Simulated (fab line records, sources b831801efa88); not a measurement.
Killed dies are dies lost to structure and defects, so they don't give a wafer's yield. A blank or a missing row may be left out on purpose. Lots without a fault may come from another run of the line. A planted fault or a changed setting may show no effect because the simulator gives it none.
Chamber matching | flow sky130 | SKY_VIA2_ETCH_15 on rie_diel-03: 4 sister chambers
The step etches SiO2 in C4F8/O2/Ar, stops on TiN, target depth 546 nm, time 84 s. 14 wafers are shown with their chamber, then 7 later ones without.

WAFERS WITH THEIR CHAMBER
wafer  | chamber | oes_product_au (a.u.)
L176.3 | 0       | 0.936
L176.5 | 2       | 0.934
L176.6 | 1       | 0.932
L177.3 | 1       | 0.939
L177.5 | 2       | 0.939
L177.6 | 1       | 0.936
L188.2 | 0       | 0.946
L188.4 | 3       | 0.943
L188.5 | 3       | 0.943
L190.1 | 0       | 0.953
L190.3 | 3       | 0.929
L190.4 | 1       | 0.940
L192.1 | 2       | 0.945
L192.4 | 0       | 0.939

SIGNATURES (means of the wafers above)
reading        | chamber 0 | chamber 1 | chamber 2 | chamber 3 | scatter within a chamber
oes_product_au | 0.94350   | 0.93675   | 0.93933   | 0.93833   | 0.00635
Rule: a wafer's distance from a chamber is the root of the sum, over the readings, of the square of ((its reading less the chamber's mean) divided by the reading's scatter). The wafer belongs to the nearest chamber; if the next one is less than 2 further off, it can't be placed. The scatter: the root of (the sum of the squares of (reading less its chamber's mean) over the shown wafers, divided by (wafers less chambers)).

WAFERS WITHOUT THEIR CHAMBER
wafer  | oes_product_au (a.u.)
L192.5 | 0.941
L199.1 | 0.933
L199.2 | 0.944
L199.4 | 0.941
L197.1 | 0.938
L197.3 | 0.945
L197.6 | 0.939

WHICH CHAMBER EACH WENT THROUGH
wafer  | from the rows above               | in truth
L192.5 | can't be placed: 2 or 0 or 3 or 1 | 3
L199.1 | can't be placed: 1 or 3 or 2 or 0 | 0
L199.2 | can't be placed: 0 or 2 or 3 or 1 | 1
L199.4 | can't be placed: 2 or 0 or 3 or 1 | 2
L197.1 | can't be placed: 3 or 1 or 2 or 0 | 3
L197.3 | can't be placed: 0 or 2 or 3 or 1 | 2
L197.6 | can't be placed: 2 or 3 or 1 or 0 | 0
Placed correctly: 0 of 7. Can't be placed from these rows: 7 (the true chamber is among the candidates in 7). Placed wrongly: 0.
